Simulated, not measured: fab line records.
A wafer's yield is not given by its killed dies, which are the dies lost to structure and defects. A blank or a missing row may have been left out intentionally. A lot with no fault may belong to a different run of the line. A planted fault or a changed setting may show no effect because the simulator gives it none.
fab line records -- flow sky130
record: lots: 12, wafers: 35, last_day: 50
route steps=708 shown CONTACT@422 METAL1@450 VIA1@480 METAL2@495 PAD_OPEN@708
lots untouched by any fault: they come from a run of this same line in which no faults occurred
start_h: start of the lot's first displayed wafer, in hours after the record's first day -- wait_h: time in hours since the lot's previous step -- " same as the row above -- L1.1+2: one row covering several wafers at once -- - value missing, or start not given -- * or withheld: withheld -- < > ~ a bound
route shown NAME@n: a module of which the file shows steps, and the number in the route of the first -- usual: mean and standard deviation over wafers with no fault -- same: alike in all rows -- chamber/n: place in a boat -- sites: each site's reading -- _std_site: how widely they spread, as a standard deviation -- _edge_site: inner sites' mean taken away from outer sites' mean -- radius_mm: how far each site lies from the wafer's centre -- mask NAME#n: copy n -- behind: the last tool/chamber to shape the wafer -- hold: cause of the lot's hold/its duration in hours/its outcome -- device: transistor that didn't switch, given as n, p or np -- end of line: the route-end tests of the same wafers -- for a step that has no rows: nothing shown but its recipe -- killed: not the wafer's yield, but the dies lost to structure and defects at the first sort -- map: shows each die of a wafer: x if killed, . if not, _ if none is there
set.NAME: the run value of the setting; set.NAME@STEP: its run value at that earlier step -- model.NAME: the simulator's own value behind a step, which no gauge read
the route's steps for a sample of lots (tables are steps, rows are wafers)
services: the hour from which a tool's chamber was out of use, counted from the record's first day as start_h (under 0 if before that day), plus the number of hours and why
== steps ==
step: SKY_CONTACT_ETCH_16
recipe: chemistry: N2/H2, target: BARC, ion_energy_ev: 200, source_w: 500, bias_w: 100, pressure_mtorr: 30, n2_flow_sccm: 100, h2_flow_sccm: 200, stop_on: SiO2, time_s: 45.9, target_depth_a: 600
usual: drypump_motor_current_A: 5.6/0.34, oes_product_au: 0.855/0.0049, throttle_valve_pct: 13.225/0.0085
lot.wafer,tool,chamber,start_h,wait_h,drypump_motor_current_A,oes_product_au,rf_hours_counter_h,throttle_valve_pct
L438.2,rie_diel-01,3,778.76,0.0,6.1,0.849,8,13.229
L438.4,rie_diel-01,0,778.76,0.0,6.0,0.857,9,13.232
L438.6,rie_diel-01,2,778.76,0.0,5.8,0.851,-,13.241
L436.2,rie_diel-03,1,779.49,0.0,5.6,0.851,20,13.225
L436.3,rie_diel-03,2,779.49,0.0,5.4,0.864,17,13.228
L436.5,rie_diel-03,3,779.49,0.0,5.9,0.850,-,13.247
L439.2,rie_diel-02,1,779.68,0.0,5.0,0.853,9,13.229
L439.3,rie_diel-02,3,779.68,0.0,5.6,0.859,11,13.231
L439.4,rie_diel-02,2,779.68,0.0,5.7,0.856,14,13.219
L442.1,rie_diel-03,3,791.58,0.0,6.0,0.858,14,13.221
L442.5,rie_diel-03,3,791.58,0.0,5.9,0.859,-,13.233
L442.6,rie_diel-03,2,791.58,0.0,5.4,0.857,-,13.235
L445.1,rie_diel-01,1,826.01,0.0,5.0,0.851,24,13.219
L445.4,rie_diel-01,2,826.01,0.0,5.8,0.860,8,13.227
L445.5,rie_diel-01,2,826.01,0.0,5.8,0.865,-,13.232
L449.1,rie_diel-03,3,846.38,0.0,6.0,0.864,16,13.217
L449.3,rie_diel-03,0,846.38,0.0,5.8,0.852,26,13.209
L450.1,rie_diel-02,3,857.98,0.0,5.6,0.844,13,13.238
L450.2,rie_diel-02,1,857.98,0.0,4.9,0.858,11,13.235
L450.5,rie_diel-02,1,857.98,0.0,4.9,0.857,-,13.214
L453.1,rie_diel-03,3,885.61,0.0,5.9,0.853,17,13.224
L453.2,rie_diel-03,0,885.61,0.0,5.8,0.844,27,13.221
L453.4,rie_diel-03,1,885.61,0.0,5.6,0.856,24,13.191
L455.2,rie_diel-01,2,892.46,0.0,5.8,0.855,10,13.226
L455.5,rie_diel-01,2,892.46,0.0,5.8,0.852,-,13.231
L455.6,rie_diel-01,1,892.46,0.0,5.0,0.854,-,13.217
L454.3,rie_diel-02,0,894.48,0.0,5.7,0.851,7,13.221
L454.5,rie_diel-02,3,894.48,0.0,5.5,0.857,-,13.223
L454.6,rie_diel-02,0,894.48,0.0,5.8,0.849,-,13.219
L456.1,rie_diel-03,2,899.31,0.0,5.4,0.856,21,13.214
L456.2,rie_diel-03,0,899.31,0.0,5.8,0.854,28,13.230
L456.5,rie_diel-03,3,899.31,0.0,6.0,0.858,-,13.236
L457.2,rie_diel-01,1,904.03,0.0,5.0,0.860,26,13.216
L457.3,rie_diel-01,0,904.03,0.0,6.0,0.857,12,13.221
L457.5,rie_diel-01,0,904.03,0.0,6.0,0.855,-,13.225
step: SKY_METAL1_OVL_MEAS_16
usual: METAL1_OVL: 0/6.3
lot.wafer,tool,chamber,start_h,wait_h,METAL1_OVL[nm]
L438.2,overlay-02,-,806.98,0.1,1
L438.4,overlay-02,-,806.98,0.1,6
L438.6,overlay-02,-,806.98,0.1,16
L436.2,overlay-02,-,807.93,0.1,1
L436.3,overlay-02,-,807.93,0.1,-15
L436.5,overlay-02,-,807.93,0.1,-14
L439.2,overlay-02,-,808.28,0.1,2
L439.3,overlay-02,-,808.28,0.1,9
L439.4,overlay-02,-,808.28,0.1,-3
L442.1,overlay-02,-,819.68,0.1,3
L442.5,overlay-02,-,819.68,0.1,8
L442.6,overlay-02,-,819.68,0.1,-4
L445.1,overlay-01,-,853.75,0.1,-2
L445.4,overlay-01,-,853.75,0.1,7
L445.5,overlay-01,-,853.75,0.1,-3
L449.1,overlay-01,-,874.73,0.1,-9
L449.3,overlay-01,-,874.73,0.1,2
L450.1,overlay-01,-,886.58,0.1,-4
L450.2,overlay-01,-,886.58,0.1,3
L450.5,overlay-01,-,886.58,0.1,-3
L453.1,overlay-01,-,911.70,0.1,-7
L453.2,overlay-01,-,911.70,0.1,-5
L453.4,overlay-01,-,911.70,0.1,-3
L455.2,overlay-02,-,919.05,0.1,0
L455.5,overlay-02,-,919.05,0.1,1
L455.6,overlay-02,-,919.05,0.1,0
L454.3,overlay-01,-,920.14,0.1,1
L454.5,overlay-01,-,920.14,0.1,2
L454.6,overlay-01,-,920.14,0.1,3
L456.1,overlay-02,-,925.73,0.1,1
L456.2,overlay-02,-,925.73,0.1,-1
L456.5,overlay-02,-,925.73,0.1,6
L457.2,overlay-01,-,930.30,0.1,-14
L457.3,overlay-01,-,930.30,0.1,-5
L457.5,overlay-01,-,930.30,0.1,3
step: SKY_VIA1_RS_MEAS_22
recipe: thk_meas_gauge: four-point-probe, reads: W_of_VIA1_CVD_21+TiN_of_VIA1_SPUTTER_20
usual: VIA1_W_RS: 0.425/0.006
lot.wafer,tool,chamber,start_h,wait_h,VIA1_W_RS[ohm/sq]
L438.2,film_metro-02,-,835.62,0.1,0.424
L438.4,film_metro-02,-,835.62,0.1,0.420
L438.6,film_metro-02,-,835.62,0.1,0.431
L436.2,film_metro-03,-,836.32,0.1,0.427
L436.3,film_metro-03,-,836.32,0.1,0.429
L436.5,film_metro-03,-,836.32,0.1,0.431
L439.2,film_metro-04,-,836.38,0.1,0.428
L439.3,film_metro-04,-,836.38,0.1,0.425
L439.4,film_metro-04,-,836.38,0.1,0.430
L442.1,film_metro-03,-,847.98,0.1,0.427
L442.5,film_metro-03,-,847.98,0.1,0.428
L442.6,film_metro-03,-,847.98,0.1,0.433
L445.1,film_metro-02,-,882.67,0.1,0.431
L445.4,film_metro-02,-,882.67,0.1,0.435
L445.5,film_metro-02,-,882.67,0.1,0.432
L449.1,film_metro-02,-,903.43,0.1,0.430
L449.3,film_metro-02,-,903.43,0.1,0.428
L450.1,film_metro-04,-,913.85,0.1,0.428
L450.2,film_metro-04,-,913.85,0.1,0.425
L450.5,film_metro-04,-,913.85,0.1,0.427
L453.1,film_metro-04,-,939.02,0.1,0.431
L453.2,film_metro-04,-,939.02,0.1,0.418
L453.4,film_metro-04,-,939.02,0.1,0.423
L455.2,film_metro-02,-,945.72,0.1,0.423
L455.5,film_metro-02,-,945.72,0.1,0.432
L455.6,film_metro-02,-,945.72,0.1,0.433
L454.3,film_metro-03,-,946.78,0.1,0.424
L454.5,film_metro-03,-,946.78,0.1,0.425
L454.6,film_metro-03,-,946.78,0.1,0.424
L456.1,film_metro-02,-,951.52,0.1,0.425
L456.2,film_metro-02,-,951.52,0.1,0.430
L456.5,film_metro-02,-,951.52,0.1,0.428
L457.2,film_metro-04,-,956.74,0.1,0.428
L457.3,film_metro-04,-,956.74,0.1,0.426
L457.5,film_metro-04,-,956.74,0.1,0.425
step: SKY_METAL2_EXPOSE_12
recipe: mask_id: MM2, na: 0.8, source_shape: annular, sigma_inner: 0.55, sigma_outer: 0.85, target_cd_nm: 140, dose_mj: 28
same: sigma_outer: 0.85
lot.wafer,tool,chamber,start_h,wait_h,mask
L438.2+4+6,krf_scanner-02,0,849.01,-,MM2#0
L436.2+3+5,krf_scanner-01,0,849.85,-,MM2#0
L439.2+3+4,krf_scanner-02,0,850.10,-,MM2#0
L442.1+5+6,krf_scanner-01,0,862.64,-,MM2#0
L445.1+4+5,krf_scanner-01,0,895.88,-,MM2#0
L449.1+3,krf_scanner-01,0,916.06,-,MM2#0
L450.1+2+5,krf_scanner-02,0,926.73,-,MM2#0
L453.1+2+4,krf_scanner-02,0,951.61,-,MM2#0
L455.2+5+6,krf_scanner-02,0,959.51,-,MM2#0
L454.3+5+6,krf_scanner-02,0,960.60,-,MM2#0
L456.1+2+5,krf_scanner-02,0,964.14,-,MM2#0
L457.2+3+5,krf_scanner-02,0,969.48,-,MM2#0
step: SKY_METAL2_CD_MEAS_15
recipe: target_cd_nm: 140
usual: cd_nm: 140.4/1.3
lot.wafer,tool,chamber,start_h,wait_h,cd_nm
L438.2,cd_sem-01,-,862.43,-,139.8
L438.4,cd_sem-01,-,862.43,-,142.5
L438.6,cd_sem-01,-,862.43,-,140.5
L436.2,cd_sem-02,-,862.78,-,141.0
L436.3,cd_sem-02,-,862.78,-,143.0
L436.5,cd_sem-02,-,862.78,-,141.8
L439.2,cd_sem-01,-,863.13,-,139.8
L439.3,cd_sem-01,-,863.13,-,139.7
L439.4,cd_sem-01,-,863.13,-,141.2
L442.1,cd_sem-01,-,875.56,-,139.4
L442.5,cd_sem-01,-,875.56,-,138.9
L442.6,cd_sem-01,-,875.56,-,138.7
L445.1,cd_sem-01,-,909.06,-,100.6
L445.4,cd_sem-01,-,909.06,-,139.0
L445.5,cd_sem-01,-,909.06,-,139.5
L449.1,cd_sem-01,-,927.81,-,103.2
L449.3,cd_sem-01,-,927.81,-,104.8
L450.1,cd_sem-02,-,938.44,-,141.8
L450.2,cd_sem-02,-,938.44,-,142.8
L450.5,cd_sem-02,-,938.44,-,141.9
L453.1,cd_sem-01,-,963.34,-,142.9
L453.2,cd_sem-01,-,963.34,-,141.4
L453.4,cd_sem-01,-,963.34,-,141.3
L455.2,cd_sem-02,-,970.51,-,139.7
L455.5,cd_sem-02,-,970.51,-,140.2
L455.6,cd_sem-02,-,970.51,-,138.8
L454.3,cd_sem-01,-,971.48,-,138.9
L454.5,cd_sem-01,-,971.48,-,140.9
L454.6,cd_sem-01,-,971.48,-,141.0
L456.1,cd_sem-02,-,975.44,-,138.3
L456.2,cd_sem-02,-,975.44,-,139.1
L456.5,cd_sem-02,-,975.44,-,138.6
L457.2,cd_sem-02,-,980.63,-,139.9
L457.3,cd_sem-02,-,980.63,-,140.2
L457.5,cd_sem-02,-,980.63,-,139.9
step: SKY_PAD_OPEN_PROBE_99
usual: defect_limited_yield: 82.7/2.1, killed_at_M0_to_M3: 43/7.2, killed_at_M4_up: 3.3/1.8, killed_at_contacts: 23/5.5, killed_at_front_end: 16/5.1, killed_at_other: 0.4/0.65, killed_dies: 85/10, killed_on_rim: 17/4.3, killed_open: 46/7.1, killed_short: 38/7.2, sort_bin_3_pad_short: 0.9/0.41, sort_bin_5_function: 10.2/1.5, sort_bin_6_memory: 6.2/1.1, sort_n_pass: 407/10, sort_yield_pct: 82.7/2.1
same: gross_dies: 492, killed_at_back_side: 0, sort_bin_4_leakage[%]: 0, sort_bin_8_speed[%]: 0
lot.wafer,tool,chamber,start_h,wait_h,defect_limited_yield[%],killed_at_M0_to_M3,killed_at_M4_up,killed_at_contacts,killed_at_front_end,killed_at_other,killed_dies,killed_on_rim,killed_open,killed_short,sort_bin_3_pad_short[%],sort_bin_5_function[%],sort_bin_6_memory[%],sort_n_pass,sort_yield_pct[%]
L439.2,prober-01,-,1109.77,0.1,87.0,33,4,17,10,0,64,9,28,36,1.0,7.1,4.9,428,87.0
L439.3,prober-01,-,1109.82,0.2,83.1,50,3,16,13,1,83,16,46,36,0.8,10.0,6.1,409,83.1
L439.4,prober-01,-,1109.87,0.2,79.3,51,4,26,21,0,102,21,48,54,1.4,12.0,7.3,390,79.3
L442.1,prober-01,-,1118.33,0.1,80.3,48,3,22,22,2,97,15,52,45,1.2,12.6,5.9,395,80.3
L442.5,prober-01,-,1118.53,0.2,84.6,41,4,17,14,0,76,13,45,30,0.8,8.3,6.3,416,84.6
L442.6,prober-01,-,1118.58,0.2,83.7,48,3,19,10,0,80,13,39,41,0.8,11.0,4.5,412,83.7
L445.1,prober-02,-,1142.81,0.1,0.4,454,2,20,13,1,490,95,43,37,1.2,90.4,7.9,2,0.4
L445.4,prober-02,-,1142.96,0.2,82.9,44,5,20,14,1,84,16,37,47,1.4,9.6,6.1,408,82.9
L445.5,prober-02,-,1143.01,0.2,86.0,35,1,16,16,1,69,15,43,26,1.0,7.7,5.3,423,86.0
L449.1,prober-02,-,1157.43,0.1,0.6,445,4,25,15,0,489,93,49,36,1.0,92.3,6.1,3,0.6
L449.3,prober-02,-,1157.53,0.2,0,452,3,20,17,0,492,96,48,42,0.8,92.5,6.7,0,0
L453.1,prober-02,-,1183.05,0.1,81.9,51,1,23,14,0,89,17,56,33,0.2,11.0,6.9,403,81.9
L453.2,prober-02,-,1183.10,0.1,82.7,41,6,19,19,0,85,18,51,33,1.2,9.1,6.9,407,82.7
L453.4,prober-02,-,1183.20,0.2,85.4,43,3,15,11,0,72,17,35,35,0.4,7.9,6.3,420,85.4
L455.2,prober-01,-,1187.50,0.1,85.4,34,3,21,14,0,72,16,38,34,0.6,9.3,4.7,420,85.4
L455.5,prober-01,-,1187.65,0.2,83.5,39,5,22,15,0,81,20,52,29,0.6,10.6,5.3,411,83.5
L455.6,prober-01,-,1187.70,0.2,83.3,49,2,17,14,0,82,15,39,41,1.2,9.6,5.9,410,83.3
L454.3,prober-02,-,1189.45,0.2,81.1,34,4,33,22,0,93,18,53,39,0.8,10.4,7.7,399,81.1
L454.5,prober-02,-,1189.55,0.2,77.6,62,4,25,19,0,110,21,64,44,1.6,12.4,8.3,382,77.6
L454.6,prober-02,-,1189.60,0.2,79.3,49,3,34,16,0,102,20,70,32,1.2,11.8,7.7,390,79.3
killed by level:class
L439.2 CONTACT:geometric_particle:open=7 VIA3:geometric_particle:short=7 VIA1:geometric_particle:short=6 LI_CONTACT:geometric_particle:open=6 METAL1:geometric_particle:short=6 SPACER:geometric_particle:short=4 VIA3:geometric_particle:open=4 METAL4:geometric_particle:short=4
L439.3 VIA1:geometric_particle:open=11 METAL1:geometric_particle:short=9 VIA2:geometric_particle:open=7 CONTACT:geometric_particle:open=6 POLY_GATE:geometric_particle:open=5 VIA3:geometric_particle:open=5 LI_CONTACT:geometric_particle:open=4 VIA3:geometric_particle:short=4
L439.4 METAL2:geometric_particle:short=11 CONTACT:geometric_particle:open=9 POLY_GATE:geometric_particle:short=8 VIA1:geometric_particle:open=8 LI_CONTACT:geometric_particle:open=7 VIA3:geometric_particle:open=7 FIELD_ISO:geometric_particle:short=5 METAL1:geometric_particle:short=5
L442.1 CONTACT:geometric_particle:open=10 VIA1:geometric_particle:open=9 VIA2:geometric_particle:open=9 FIELD_ISO:geometric_particle:open=6 FIELD_ISO:geometric_particle:short=6 LI_CONTACT:geometric_particle:open=5 METAL2:geometric_particle:short=5 VIA3:geometric_particle:short=5
L442.5 VIA1:geometric_particle:open=7 CONTACT:geometric_particle:open=6 VIA2:geometric_particle:open=6 VIA1:geometric_particle:short=5 LI_CONTACT:geometric_particle:open=5 METAL2:geometric_particle:short=5 VIA3:geometric_particle:open=5 METAL2:geometric_particle:open=4
L442.6 VIA1:geometric_particle:open=11 METAL2:geometric_particle:short=10 CONTACT:geometric_particle:open=9 METAL1:geometric_particle:short=7 VIA3:geometric_particle:open=5 POLY_GATE:geometric_particle:open=4 LOCAL_INTERCONNECT:geometric_particle:short=3 CONTACT:geometric_particle:short=3
L445.1 METAL2:area_expose=410 VIA1:geometric_particle:open=11 VIA3:geometric_particle:open=8 LI_CONTACT:geometric_particle:open=6 METAL2:geometric_particle:short=6 CONTACT:geometric_particle:open=5 VIA2:geometric_particle:short=5 LOCAL_INTERCONNECT:geometric_particle:short=4
L445.4 VIA1:geometric_particle:open=10 METAL2:geometric_particle:short=10 CONTACT:geometric_particle:short=7 FIELD_ISO:geometric_particle:open=5 CONTACT:geometric_particle:open=5 LOCAL_INTERCONNECT:geometric_particle:short=4 VIA1:geometric_particle:short=4 VIA2:geometric_particle:open=4
L445.5 VIA1:geometric_particle:open=11 POLY_GATE:geometric_particle:open=6 VIA2:geometric_particle:open=5 LI_CONTACT:geometric_particle:short=4 LI_CONTACT:geometric_particle:open=4 VIA3:geometric_particle:open=4 LOCAL_INTERCONNECT:geometric_particle:short=3 CONTACT:geometric_particle:open=3
L449.1 METAL2:area_expose=403 VIA1:geometric_particle:open=14 CONTACT:geometric_particle:open=10 METAL2:geometric_particle:short=6 LOCAL_INTERCONNECT:geometric_particle:short=5 LI_CONTACT:geometric_particle:open=5 VIA2:geometric_particle:open=5 FIELD_ISO:geometric_particle:open=4
L449.3 METAL2:area_expose=400 VIA1:geometric_particle:open=18 CONTACT:geometric_particle:open=7 VIA3:geometric_particle:open=7 LI_CONTACT:geometric_particle:open=5 CONTACT:geometric_particle:short=5 METAL1:geometric_particle:short=5 VIA1:geometric_particle:short=5
L453.1 VIA1:geometric_particle:open=13 CONTACT:geometric_particle:open=11 VIA3:geometric_particle:open=11 LI_CONTACT:geometric_particle:open=6 METAL1:geometric_particle:short=6 VIA2:geometric_particle:open=6 METAL2:geometric_particle:short=5 VIA2:geometric_particle:short=4
L453.2 VIA1:geometric_particle:open=11 CONTACT:geometric_particle:open=8 VIA3:geometric_particle:open=7 LI_CONTACT:geometric_particle:open=6 FIELD_ISO:geometric_particle:open=5 METAL4:geometric_particle:short=5 METAL3:geometric_particle:short=5 SPACER:geometric_particle:short=4
L453.4 VIA2:geometric_particle:open=10 METAL2:geometric_particle:short=8 VIA1:geometric_particle:open=7 CONTACT:geometric_particle:open=6 FIELD_ISO:geometric_particle:open=4 LOCAL_INTERCONNECT:geometric_particle:short=4 METAL1:geometric_particle:short=4 POLY_GATE:geometric_particle:short=3
L455.2 VIA1:geometric_particle:open=10 POLY_GATE:geometric_particle:short=7 LI_CONTACT:geometric_particle:open=7 CONTACT:geometric_particle:open=6 VIA1:geometric_particle:short=5 LOCAL_INTERCONNECT:geometric_particle:short=4 CONTACT:geometric_particle:short=4 VIA2:geometric_particle:short=4
L455.5 VIA1:geometric_particle:open=14 METAL2:geometric_particle:short=7 POLY_GATE:geometric_particle:open=6 CONTACT:geometric_particle:open=6 VIA3:geometric_particle:open=6 LI_CONTACT:geometric_particle:open=5 CONTACT:geometric_particle:short=4 FIELD_ISO:geometric_particle:open=3
L455.6 VIA1:geometric_particle:open=13 METAL1:geometric_particle:short=8 VIA1:geometric_particle:short=6 VIA3:geometric_particle:open=6 VIA2:geometric_particle:open=5 CONTACT:geometric_particle:open=5 FIELD_ISO:geometric_particle:short=4 LI_CONTACT:geometric_particle:open=4
L454.3 LI_CONTACT:geometric_particle:open=10 CONTACT:geometric_particle:open=10 FIELD_ISO:geometric_particle:open=8 VIA2:geometric_particle:open=8 LOCAL_INTERCONNECT:geometric_particle:short=6 CONTACT:geometric_particle:short=6 POLY_GATE:geometric_particle:open=5 METAL1:geometric_particle:short=5
L454.5 VIA1:geometric_particle:open=18 VIA3:geometric_particle:open=11 LI_CONTACT:geometric_particle:open=9 CONTACT:geometric_particle:open=9 POLY_GATE:geometric_particle:short=7 METAL2:geometric_particle:short=6 METAL1:geometric_particle:short=5 LOCAL_INTERCONNECT:geometric_particle:short=4
L454.6 VIA1:geometric_particle:open=15 CONTACT:geometric_particle:open=14 LI_CONTACT:geometric_particle:open=12 FIELD_ISO:geometric_particle:open=8 METAL1:geometric_particle:short=8 VIA3:geometric_particle:open=5 VIA2:geometric_particle:open=5 LI_CONTACT:geometric_particle:short=4
== services ==
tool,chamber,start_h,hours,kind
krf_scanner-01,-,758.36,0.8,pm
krf_scanner-01,-,763.96,0.5,repair
krf_scanner-01,-,803.68,3.1,repair
krf_scanner-02,-,814.82,1.3,pm
krf_scanner-01,-,816.79,1.0,pm
krf_scanner-02,-,816.83,1.0,repair
rie_diel-01,1,832.77,18.1,repair
krf_scanner-02,-,836.40,4.0,pm
rie_diel-01,-,837.55,4.0,pm
rie_diel-01,-,842.88,15.6,pm
krf_scanner-02,-,844.82,1.0,pm
krf_scanner-02,-,861.90,4.4,pm
krf_scanner-01,-,866.28,1.3,pm
krf_scanner-01,-,872.72,0.7,repair
rie_diel-03,1,874.19,2.0,repair
rie_diel-01,0,888.72,12.8,repair
rie_diel-01,3,903.81,2.4,repair
rie_diel-01,1,912.42,3.0,repair
rie_diel-01,1,916.68,2.7,repair
rie_diel-01,2,930.07,5.0,repair
rie_diel-01,1,936.56,8.7,repair
krf_scanner-02,-,952.01,1.9,repair
rie_diel-03,-,954.90,4.3,pm
rie_diel-01,2,965.75,3.7,repair
== key ==
first_sign: step: SKY_METAL2_CD_MEAS_15, reading: cd_nm, direction: down, sigmas: 30, usual: 140.4, struck: 102.9
effect: step: SKY_PAD_OPEN_PROBE_99, reading: killed_at_M0_to_M3, direction: up, sigmas: 57, usual: 43, struck: 450
more_kills_born_at: SKY_METAL2_EXPOSE_12@krf_scanner-01: 1213
met_at SKY_METAL2_EXPOSE_12
struck_lots L445,L449
struck_wafers L445.1,L449.1,L449.3
later_rows_left_out L445.1,L449.1,L449.3
not_acting_at SKY_CONTACT_ETCH_16,SKY_METAL1_OVL_MEAS_16,SKY_VIA1_RS_MEAS_22
onset_between 862.64 895.88
fault: kind: process_parameter_drift, tool: krf_scanner-01, chamber: -, onset_h: 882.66, steps: SKY_METAL2_EXPOSE_12, channel: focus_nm, offset: 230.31, shape: step, end_h: 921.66, scope: struck_wafers_only
later_rows_left_out: the simulator's readings of these wafers behind a module that went badly wrong aren't trusted and aren't shown, but for the sort
